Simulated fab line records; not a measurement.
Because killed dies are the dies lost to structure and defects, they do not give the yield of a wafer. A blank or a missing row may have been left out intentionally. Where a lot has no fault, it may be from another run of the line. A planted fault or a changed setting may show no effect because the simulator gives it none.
fab line records    flow gf180mcu    part 1 of 2: steps 1 to 26 of 36
record: lots: 5  wafers: 15  lastDay: 33
route steps=602 shown LVPWELL@65 MVSD@66 MVPSD@78 VT_IMPLANT@90
lots untouched by any fault: they come from a run of this same line in which no faults occurred
startH: start of the lot's first displayed wafer, in hours after the record's first day    waitH: hours since the lot's step before    " as in the row above    L1.1+2: a row that stands for several wafers    - no value present, or no start provided    * or withheld: withheld    < > ~ a bound
route shown NAME@n: NAME is a module with steps in the file, n the number in the route of the first one    usual: average and standard deviation across the fault-free wafers    same: alike in all rows    chamber/n: place in a boat    sites: the reading at each site    _std_site: their standard deviation    _edge_site: mean of outer sites minus mean of inner sites    radiusMm: for every site, how far away it sits from the centre of the wafer    mask NAME#n: copy n    behind: the tool/chamber that last shaped the wafer    hold: the reason the lot was held/the length of the hold in hours/how it ended    device: the transistor (n, p or np) that didn't switch    end of line: the same wafers' tests at the end of the route    a step given without rows: its recipe and nothing more    killed: at the first sort, the dies lost to defects and structure; wafer yield is something else    map: per-die view of a wafer (x killed, . not killed, _ where there is no die)
set.NAME: setting as actually run; set.NAME@STEP: the setting as run at that earlier step    model.NAME: the simulator's own value behind a step, which no gauge read
lots seen at some steps along the route; tables by step, rows by wafer
services: a tool's chamber out of use, with start hour (startH, from the record's first day; less than 0 if before it), hours out, and reason
== steps ==
step: GF_LVPWELL_TW_MEAS_11
usual: LVPWELL_TW: 557.2/2.6
lot.wafer  tool          chamber  startH  waitH  LVPWELL_TW
L081.3     filmMetro-04  -        108.12  0.1    556.9
L081.4     "             -        "       "      555.8
L081.5     "             -        "       "      552.1
L086.2     filmMetro-04  -        136.06  0.1    555.2
L086.4     "             -        "       "      556.0
L086.5     "             -        "       "      555.6
L089.1     filmMetro-01  -        151.90  0.1    561.5
L089.2     "             -        "       "      556.2
L089.6     "             -        "       "      556.6
L090.4     filmMetro-01  -        158.68  0.1    555.7
L090.5     "             -        "       "      558.8
L090.6     "             -        "       "      561.9
L092.1     filmMetro-01  -        169.76  0.1    556.7
L092.2     "             -        "       "      559.5
L092.6     "             -        "       "      558.4
step: GF_MVSD_DEHYDRATE_00
recipe: tempC: 200  timeS: 60
usual: exhaustPa: 45.3/0.93
lot.wafer  tool           chamber  startH  waitH  exhaustPa
L081.3     lithoTrack-02  0        114.79  6.7    45.7
L081.4     "              0        "       "      45.4
L081.5     "              0        "       "      45.4
L086.2     lithoTrack-03  0        142.92  6.9    45.5
L086.4     "              0        "       "      45.5
L086.5     "              0        "       "      45.6
L089.1     lithoTrack-02  0        158.84  6.9    45.2
L089.2     "              0        "       "      46.4
L089.6     "              0        "       "      45.9
L090.4     lithoTrack-01  0        165.79  7.1    44.3
L090.5     "              0        "       "      44.4
L090.6     "              0        "       "      46.0
L092.1     lithoTrack-01  0        177.51  7.7    44.1
L092.2     "              0        "       "      45.8
L092.6     "              0        "       "      44.2
step: GF_MVSD_HMDS_01
recipe: primeTimeS: 60  primeTempC: 120
usual: exhaustPa: 45.1/0.81
same: primeTimeS: 60
lot.wafer  tool           chamber  startH  waitH  exhaustPa
L081.3     lithoTrack-02  0        114.94  0.1    46.6
L081.4     "              0        "       "      45.0
L081.5     "              0        "       "      44.5
L086.2     lithoTrack-03  0        143.07  0.1    44.0
L086.4     "              0        "       "      45.7
L086.5     "              0        "       "      46.3
L089.1     lithoTrack-02  0        158.99  0.1    43.7
L089.2     "              0        "       "      45.0
L089.6     "              0        "       "      46.0
L090.4     lithoTrack-01  0        165.94  0.1    45.4
L090.5     "              0        "       "      45.7
L090.6     "              0        "       "      44.1
L092.1     lithoTrack-01  0        177.66  0.1    46.2
L092.2     "              0        "       "      44.5
L092.6     "              0        "       "      45.6
step: GF_MVSD_COAT_02
recipe: spinRpm: 2000  resistThkNm: 3000
usual: exhaustPa: 45.2/0.96  spinSpeedRpm: 2000.0/1.2
lot.wafer  tool           chamber  startH  waitH  exhaustPa  spinSpeedRpm
L081.3     lithoTrack-02  0        115.09  0.1    44.8       1997.9
L081.4     "              0        "       "      46.9       1999.6
L081.5     "              0        "       "      43.9       1998.3
L086.2     lithoTrack-03  0        143.22  0.1    45.2       1999.6
L086.4     "              0        "       "      44.7       2002.1
L086.5     "              0        "       "      45.1       2003.5
L089.1     lithoTrack-02  0        159.14  0.1    44.9       2000.3
L089.2     "              0        "       "      45.8       1999.4
L089.6     "              0        "       "      46.2       1999.9
L090.4     lithoTrack-01  0        166.09  0.1    46.7       1998.9
L090.5     "              0        "       "      47.3       1999.4
L090.6     "              0        "       "      46.0       1998.2
L092.1     lithoTrack-01  0        177.81  0.1    44.3       2000.7
L092.2     "              0        "       "      43.2       1999.3
L092.6     "              0        "       "      43.9       1998.9
step: GF_MVSD_SOFTBAKE_03
recipe: tempC: 110  timeS: withheld
usual: exhaustPa: 45.0/0.89
lot.wafer  tool           chamber  startH  waitH  exhaustPa
L081.3     lithoTrack-02  0        115.26  0.1    44.9
L081.4     "              0        "       "      44.0
L081.5     "              0        "       "      44.0
L086.2     lithoTrack-03  0        143.37  0.1    44.5
L086.4     "              0        "       "      43.8
L086.5     "              0        "       "      44.7
L089.1     lithoTrack-02  0        159.29  0.1    44.7
L089.2     "              0        "       "      44.3
L089.6     "              0        "       "      45.0
L090.4     lithoTrack-01  0        166.26  0.1    46.3
L090.5     "              0        "       "      44.3
L090.6     "              0        "       "      44.6
L092.1     lithoTrack-01  0        177.96  0.1    46.6
L092.2     "              0        "       "      44.6
L092.6     "              0        "       "      46.4
step: GF_MVSD_EXPOSE_04
recipe: maskId: MVSD  targetCdNm: 1000  na: 0.6  sourceShape: conventional  sigmaOuter: 0.6  doseMj: 260
lot.wafer   tool             chamber  startH  waitH  mask
L081.3+4+5  ilineStepper-02  0        -       -      MVSD#0
L086.2+4+5  ilineStepper-02  0        -       -      MVSD#0
L089.1+2+6  ilineStepper-01  0        -       -      MVSD#0
L090.4+5+6  ilineStepper-02  0        -       -      MVSD#0
L092.1+2+6  ilineStepper-02  0        -       -      MVSD#0
step: GF_MVSD_PEB_05
recipe: tempC: 115  timeS: withheld
usual: exhaustPa: 44.9/0.98
lot.wafer  tool           chamber  startH  waitH  exhaustPa
L081.3     lithoTrack-01  0        -       -      45.0
L081.4     "              0        "       "      43.5
L081.5     "              0        "       "      44.2
L086.2     lithoTrack-02  0        -       -      45.8
L086.4     "              0        "       "      44.4
L086.5     "              0        "       "      47.3
L089.1     lithoTrack-01  0        -       -      44.9
L089.2     "              0        "       "      44.2
L089.6     "              0        "       "      44.6
L090.4     lithoTrack-03  0        -       -      45.7
L090.5     "              0        "       "      44.9
L090.6     "              0        "       "      45.3
L092.1     lithoTrack-01  0        -       -      44.1
L092.2     "              0        "       "      44.0
L092.6     "              0        "       "      44.6
step: GF_MVSD_DEVELOP_06
recipe: wallAngleDeg: 90  developTimeS: 60  devTempC: 23
usual: exhaustPa: 44.9/0.82
lot.wafer  tool           chamber  startH  waitH  exhaustPa
L081.3     lithoTrack-01  0        -       -      47.0
L081.4     "              0        "       "      45.0
L081.5     "              0        "       "      45.6
L086.2     lithoTrack-02  0        -       -      44.7
L086.4     "              0        "       "      43.7
L086.5     "              0        "       "      44.3
L089.1     lithoTrack-01  0        -       -      45.1
L089.2     "              0        "       "      45.1
L089.6     "              0        "       "      44.7
L090.4     lithoTrack-03  0        -       -      44.7
L090.5     "              0        "       "      44.2
L090.6     "              0        "       "      45.0
L092.1     lithoTrack-01  0        -       -      46.0
L092.2     "              0        "       "      44.6
L092.6     "              0        "       "      44.7
step: GF_MVSD_OVL_MEAS_07
usual: MVSD_OVL: 0.6/1.3
lot.wafer  tool        chamber  startH  waitH  MVSD_OVL[nm]
L081.3     overlay-02  -        122.63  -      0.4
L081.4     "           -        "       "      1.2
L081.5     "           -        "       "      1.5
L086.2     overlay-01  -        151.30  -      2.5
L086.4     "           -        "       "      -0.1
L086.5     "           -        "       "      0.8
L089.1     overlay-02  -        167.06  -      0.3
L089.2     "           -        "       "      1.5
L089.6     "           -        "       "      -0.7
L090.4     overlay-02  -        174.41  -      0.9
L090.5     "           -        "       "      1.3
L090.6     "           -        "       "      0.8
L092.1     overlay-02  -        186.36  -      -0.2
L092.2     "           -        "       "      -2.7
L092.6     "           -        "       "      -2.1
step: GF_MVSD_IMPLANT_08
recipe: species: P  energyKev: 400  doseCm2: 1.6e+13  tiltDeg: 0
usual: faradayCurrentUA: 90.1/1.8
lot.wafer  tool          chamber  startH  waitH  faradayCurrentUA
L081.3     implanter-01  0        122.70  0.1    89.0
L081.4     "             0        "       "      90.1
L081.5     "             0        "       "      85.4
L086.2     implanter-01  0        151.35  0.0    90.8
L086.4     "             0        "       "      89.3
L086.5     "             0        "       "      87.8
L089.1     implanter-04  0        167.10  0.0    89.4
L089.2     "             0        "       "      92.8
L089.6     "             0        "       "      90.2
L090.4     implanter-04  0        174.51  0.1    87.8
L090.5     "             0        "       "      92.6
L090.6     "             0        "       "      91.5
L092.1     implanter-04  0        186.40  0.0    91.9
L092.2     "             0        "       "      91.9
L092.6     "             0        "       "      90.0
step: GF_MVSD_IMPLANT_09
recipe: species: P  energyKev: 100  doseCm2: 5e+12  tiltDeg: 0
usual: faradayCurrentUA: 28.1/0.59
lot.wafer  tool          chamber  startH  waitH  faradayCurrentUA
L081.3     implanter-01  0        122.85  0.1    28.2
L081.4     "             0        "       "      28.5
L081.5     "             0        "       "      28.2
L086.2     implanter-01  0        151.50  0.1    29.5
L086.4     "             0        "       "      27.4
L086.5     "             0        "       "      28.2
L089.1     implanter-04  0        167.25  0.1    26.7
L089.2     "             0        "       "      28.5
L089.6     "             0        "       "      27.6
L090.4     implanter-04  0        174.66  0.1    26.9
L090.5     "             0        "       "      27.9
L090.6     "             0        "       "      28.7
L092.1     implanter-04  0        186.55  0.1    28.6
L092.2     "             0        "       "      27.8
L092.6     "             0        "       "      28.4
step: GF_MVSD_STRIP_10
recipe: chemistry: O2/N2  powerW: 1400  pressureMtorr: 1500  platenTempC: 250  o2FlowSccm: 3000  n2FlowSccm: 300  overashFraction: 0.5
usual: drypumpMotorCurrentA: 5.5/0.33  heaterPowerW: 318/17  oesProductAu: 0.722/0.0047  stripTimeToEndpointS: 36.96/0.094
lot.wafer  tool            chamber  startH  waitH  drypumpMotorCurrentA  heaterPowerW  oesProductAu  rfHoursCounterH  stripTimeToEndpointS
L081.3     plasmaAsher-02  1        122.98  0.1    5.3                   306           0.721         -                36.91
L081.4     "               0        "       "      5.6                   331           0.724         -                36.91
L081.5     "               0        "       "      5.6                   325           0.725         -                36.98
L086.2     plasmaAsher-04  0        151.63  0.1    6.0                   322           0.720         3                36.95
L086.4     "               1        "       "      5.6                   328           0.714         -                36.90
L086.5     "               1        "       "      5.6                   336           0.728         -                36.98
L089.1     plasmaAsher-02  0        167.40  0.1    5.6                   329           0.727         51               36.81
L089.2     "               1        "       "      5.3                   305           0.717         51               36.91
L089.6     "               0        "       "      5.6                   337           0.719         -                36.80
L090.4     plasmaAsher-02  0        174.76  0.1    5.6                   324           0.715         -                37.09
L090.5     "               0        "       "      5.6                   337           0.725         -                37.04
L090.6     "               1        "       "      5.3                   307           0.715         -                37.02
L092.1     plasmaAsher-04  0        186.70  0.1    5.9                   332           0.721         7                37.13
L092.2     "               1        "       "      5.6                   331           0.727         7                37.15
L092.6     "               1        "       "      5.7                   324           0.723         -                37.10
step: GF_MVSD_TW_MEAS_11
usual: MVSD_TW: 1573/8.7
lot.wafer  tool          chamber  startH  waitH  MVSD_TW
L081.3     filmMetro-04  -        123.07  0.1    1567
L081.4     "             -        "       "      1559
L081.5     "             -        "       "      1563
L086.2     filmMetro-04  -        151.74  0.1    1583
L086.4     "             -        "       "      1579
L086.5     "             -        "       "      1579
L089.1     filmMetro-01  -        167.50  0.1    1571
L089.2     "             -        "       "      1574
L089.6     "             -        "       "      1572
L090.4     filmMetro-01  -        174.86  0.1    1570
L090.5     "             -        "       "      1571
L090.6     "             -        "       "      1573
L092.1     filmMetro-04  -        186.80  0.1    1573
L092.2     "             -        "       "      1564
L092.6     "             -        "       "      1561
step: GF_MVPSD_DEHYDRATE_00
recipe: tempC: 200  timeS: 60
usual: exhaustPa: 44.9/0.92
lot.wafer  tool           chamber  startH  waitH  exhaustPa
L081.3     lithoTrack-01  0        130.16  7.1    45.2
L081.4     "              0        "       "      44.9
L081.5     "              0        "       "      44.5
L086.2     lithoTrack-01  0        158.84  7.1    44.0
L086.4     "              0        "       "      45.6
L086.5     "              0        "       "      44.3
L089.1     lithoTrack-04  0        175.11  7.6    45.6
L089.2     "              0        "       "      45.2
L089.6     "              0        "       "      45.0
L090.4     lithoTrack-01  0        181.89  7.0    45.8
L090.5     "              0        "       "      44.2
L090.6     "              0        "       "      45.3
L092.1     lithoTrack-04  0        194.81  8.0    44.8
L092.2     "              0        "       "      45.5
L092.6     "              0        "       "      45.5
step: GF_MVPSD_HMDS_01
recipe: primeTimeS: 60  primeTempC: 120
usual: exhaustPa: 44.9/0.89
same: primeTimeS: 60
lot.wafer  tool           chamber  startH  waitH  exhaustPa
L081.3     lithoTrack-01  0        130.31  0.1    45.8
L081.4     "              0        "       "      44.0
L081.5     "              0        "       "      44.0
L086.2     lithoTrack-01  0        158.99  0.1    45.4
L086.4     "              0        "       "      46.3
L086.5     "              0        "       "      46.4
L089.1     lithoTrack-04  0        175.26  0.1    44.8
L089.2     "              0        "       "      45.6
L089.6     "              0        "       "      45.7
L090.4     lithoTrack-01  0        182.04  0.1    45.2
L090.5     "              0        "       "      44.2
L090.6     "              0        "       "      44.4
L092.1     lithoTrack-04  0        194.96  0.1    44.2
L092.2     "              0        "       "      44.1
L092.6     "              0        "       "      44.1
step: GF_MVPSD_COAT_02
recipe: spinRpm: 2000  resistThkNm: 3000
usual: exhaustPa: 44.7/0.88  spinSpeedRpm: 1999.9/1.4
lot.wafer  tool           chamber  startH  waitH  exhaustPa  spinSpeedRpm
L081.3     lithoTrack-01  0        130.46  0.1    45.3       1999.8
L081.4     "              0        "       "      44.3       2001.0
L081.5     "              0        "       "      43.9       2000.2
L086.2     lithoTrack-01  0        159.14  0.1    44.7       2001.2
L086.4     "              0        "       "      44.9       1999.7
L086.5     "              0        "       "      44.1       1998.6
L089.1     lithoTrack-04  0        175.41  0.1    43.6       1997.9
L089.2     "              0        "       "      45.0       1997.4
L089.6     "              0        "       "      44.2       1998.4
L090.4     lithoTrack-01  0        182.19  0.1    43.5       1999.4
L090.5     "              0        "       "      42.9       1999.9
L090.6     "              0        "       "      44.1       1999.8
L092.1     lithoTrack-04  0        195.11  0.1    42.7       1999.5
L092.2     "              0        "       "      43.0       1999.4
L092.6     "              0        "       "      44.3       1997.1
step: GF_MVPSD_SOFTBAKE_03
recipe: tempC: 110  timeS: withheld
usual: exhaustPa: 45.0/0.95
lot.wafer  tool           chamber  startH  waitH  exhaustPa
L081.3     lithoTrack-01  0        130.63  0.1    46.2
L081.4     "              0        "       "      45.7
L081.5     "              0        "       "      45.3
L086.2     lithoTrack-01  0        159.30  0.1    45.9
L086.4     "              0        "       "      46.6
L086.5     "              0        "       "      45.6
L089.1     lithoTrack-04  0        175.56  0.1    44.1
L089.2     "              0        "       "      43.4
L089.6     "              0        "       "      44.5
L090.4     lithoTrack-01  0        182.36  0.1    45.1
L090.5     "              0        "       "      45.8
L090.6     "              0        "       "      43.9
L092.1     lithoTrack-04  0        195.26  0.1    46.0
L092.2     "              0        "       "      46.0
L092.6     "              0        "       "      45.5
step: GF_MVPSD_EXPOSE_04
recipe: maskId: MVPSD  targetCdNm: 1000  na: 0.6  sourceShape: conventional  sigmaOuter: 0.6  doseMj: 260
lot.wafer   tool             chamber  startH  waitH  mask
L081.3+4+5  ilineStepper-02  0        -       -      MVPSD#0
L086.2+4+5  ilineStepper-02  0        -       -      MVPSD#0
L089.1+2+6  ilineStepper-01  0        -       -      MVPSD#0
L090.4+5+6  ilineStepper-02  0        -       -      MVPSD#0
L092.1+2+6  ilineStepper-02  0        -       -      MVPSD#0
step: GF_MVPSD_PEB_05
recipe: tempC: 115  timeS: withheld
usual: exhaustPa: 44.9/0.83
lot.wafer  tool           chamber  startH  waitH  exhaustPa
L081.3     lithoTrack-03  0        -       -      44.6
L081.4     "              0        "       "      45.7
L081.5     "              0        "       "      43.6
L086.2     lithoTrack-01  0        -       -      44.6
L086.4     "              0        "       "      45.0
L086.5     "              0        "       "      44.0
L089.1     lithoTrack-04  0        -       -      43.6
L089.2     "              0        "       "      44.5
L089.6     "              0        "       "      43.2
L090.4     lithoTrack-04  0        -       -      44.1
L090.5     "              0        "       "      46.5
L090.6     "              0        "       "      45.2
L092.1     lithoTrack-04  0        -       -      46.2
L092.2     "              0        "       "      45.3
L092.6     "              0        "       "      44.8
step: GF_MVPSD_DEVELOP_06
recipe: wallAngleDeg: 90  developTimeS: 60  devTempC: 23
usual: exhaustPa: 45.0/0.96
lot.wafer  tool           chamber  startH  waitH  exhaustPa
L081.3     lithoTrack-03  0        -       -      44.0
L081.4     "              0        "       "      45.2
L081.5     "              0        "       "      44.9
L086.2     lithoTrack-01  0        -       -      45.0
L086.4     "              0        "       "      44.9
L086.5     "              0        "       "      44.4
L089.1     lithoTrack-04  0        -       -      44.8
L089.2     "              0        "       "      43.9
L089.6     "              0        "       "      45.8
L090.4     lithoTrack-04  0        -       -      45.4
L090.5     "              0        "       "      45.3
L090.6     "              0        "       "      46.1
L092.1     lithoTrack-04  0        -       -      45.3
L092.2     "              0        "       "      46.2
L092.6     "              0        "       "      45.9
step: GF_MVPSD_OVL_MEAS_07
usual: MVPSD_OVL: 0.2/1.4
lot.wafer  tool        chamber  startH  waitH  MVPSD_OVL[nm]
L081.3     overlay-02  -        138.15  -      1.4
L081.4     "           -        "       "      0.3
L081.5     "           -        "       "      1.2
L086.2     overlay-02  -        167.42  -      -0.6
L086.4     "           -        "       "      -1.2
L086.5     "           -        "       "      0.5
L089.1     overlay-02  -        184.11  -      0.0
L089.2     "           -        "       "      -2.0
L089.6     "           -        "       "      -1.5
L090.4     overlay-02  -        190.68  -      1.4
L090.5     "           -        "       "      0.7
L090.6     "           -        "       "      -0.7
L092.1     overlay-02  -        204.16  -      4.0
L092.2     "           -        "       "      0.4
L092.6     "           -        "       "      0.9
step: GF_MVPSD_IMPLANT_08
recipe: species: B  energyKev: 170  doseCm2: 1.5e+13  tiltDeg: 0
usual: faradayCurrentUA: 84.7/1.7
lot.wafer  tool          chamber  startH  waitH  faradayCurrentUA
L081.3     implanter-03  0        138.23  0.1    84.5
L081.4     "             0        "       "      80.6
L081.5     "             0        "       "      85.4
L086.2     implanter-02  0        167.47  0.0    84.5
L086.4     "             0        "       "      84.2
L086.5     "             0        "       "      86.4
L089.1     implanter-03  0        184.14  0.0    84.6
L089.2     "             0        "       "      83.3
L089.6     "             0        "       "      83.8
L090.4     implanter-03  0        190.77  0.1    86.2
L090.5     "             0        "       "      83.7
L090.6     "             0        "       "      82.2
L092.1     implanter-03  0        204.19  0.0    82.2
L092.2     "             0        "       "      83.3
L092.6     "             0        "       "      86.0
step: GF_MVPSD_IMPLANT_09
recipe: species: B  energyKev: 40  doseCm2: 5e+12  tiltDeg: 0
usual: faradayCurrentUA: 28.1/0.53
lot.wafer  tool          chamber  startH  waitH  faradayCurrentUA
L081.3     implanter-03  0        138.38  0.1    27.7
L081.4     "             0        "       "      27.6
L081.5     "             0        "       "      28.0
L086.2     implanter-02  0        167.62  0.1    28.4
L086.4     "             0        "       "      27.7
L086.5     "             0        "       "      29.0
L089.1     implanter-03  0        184.29  0.1    28.0
L089.2     "             0        "       "      28.3
L089.6     "             0        "       "      28.0
L090.4     implanter-03  0        190.92  0.1    28.2
L090.5     "             0        "       "      28.1
L090.6     "             0        "       "      27.8
L092.1     implanter-03  0        204.34  0.1    26.5
L092.2     "             0        "       "      29.1
L092.6     "             0        "       "      26.9
step: GF_MVPSD_STRIP_10
recipe: chemistry: O2/N2  powerW: 1400  pressureMtorr: 1500  platenTempC: 250  o2FlowSccm: 3000  n2FlowSccm: 300  overashFraction: 0.5
usual: drypumpMotorCurrentA: 5.4/0.37  heaterPowerW: 321/29  oesProductAu: 0.723/0.0042  stripTimeToEndpointS: 36.95/0.11
lot.wafer  tool            chamber  startH  waitH  drypumpMotorCurrentA  heaterPowerW  oesProductAu  rfHoursCounterH  stripTimeToEndpointS
L081.3     plasmaAsher-01  0        138.51  0.1    5.0                   328           0.726         -                36.93
L081.4     "               1        "       "      5.2                   280           0.727         -                36.95
L081.5     "               1        "       "      5.2                   281           0.724         -                37.02
L086.2     plasmaAsher-03  0        167.75  0.1    5.9                   371           0.722         39               36.98
L086.4     "               1        "       "      5.9                   334           0.729         -                36.98
L086.5     "               1        "       "      5.9                   331           0.720         -                36.99
L089.1     plasmaAsher-03  0        184.44  0.1    5.9                   369           0.716         41               36.92
L089.2     "               1        "       "      5.9                   340           0.732         41               36.87
L089.6     "               1        "       "      5.9                   342           0.717         -                36.93
L090.4     plasmaAsher-02  1        191.03  0.1    5.3                   313           0.726         -                37.10
L090.5     "               0        "       "      5.6                   331           0.720         -                37.15
L090.6     "               1        "       "      5.3                   314           0.726         -                37.10
L092.1     plasmaAsher-01  1        204.49  0.1    5.2                   281           0.725         52               36.99
L092.2     "               0        "       "      5.0                   323           0.723         52               36.94
L092.6     "               0        "       "      5.0                   328           0.720         -                36.87
step: GF_MVPSD_TW_MEAS_11
usual: MVPSD_TW: 551.2/2.8
lot.wafer  tool          chamber  startH  waitH  MVPSD_TW
L081.3     filmMetro-01  -        138.60  0.1    553.3
L081.4     "             -        "       "      548.7
L081.5     "             -        "       "      551.7
L086.2     filmMetro-04  -        167.86  0.1    554.0
L086.4     "             -        "       "      552.8
L086.5     "             -        "       "      554.3
L089.1     filmMetro-02  -        184.54  0.1    550.4
L089.2     "             -        "       "      554.1
L089.6     "             -        "       "      553.8
L090.4     filmMetro-04  -        191.12  0.1    548.9
L090.5     "             -        "       "      546.7
L090.6     "             -        "       "      549.9
L092.1     filmMetro-04  -        204.59  0.1    545.0
L092.2     "             -        "       "      546.0
L092.6     "             -        "       "      549.6
step: GF_VT_IMPLANT_DEHYDRATE_00
recipe: tempC: 200  timeS: 60
usual: exhaustPa: 45.0/0.97
lot.wafer  tool           chamber  startH  waitH  exhaustPa
L081.3     lithoTrack-03  0        145.69  7.1    44.7
L081.4     "              0        "       "      44.0
L081.5     "              0        "       "      45.1
L086.2     lithoTrack-03  0        175.37  7.5    44.8
L086.4     "              0        "       "      45.5
L086.5     "              0        "       "      45.8
L089.1     lithoTrack-03  0        192.49  7.9    45.9
L089.2     "              0        "       "      45.6
L089.6     "              0        "       "      45.1
L090.4     lithoTrack-03  0        198.57  7.4    47.6
L090.5     "              0        "       "      45.4
L090.6     "              0        "       "      45.1
L092.1     lithoTrack-03  0        212.89  8.3    44.0
L092.2     "              0        "       "      44.5
L092.6     "              0        "       "      44.6
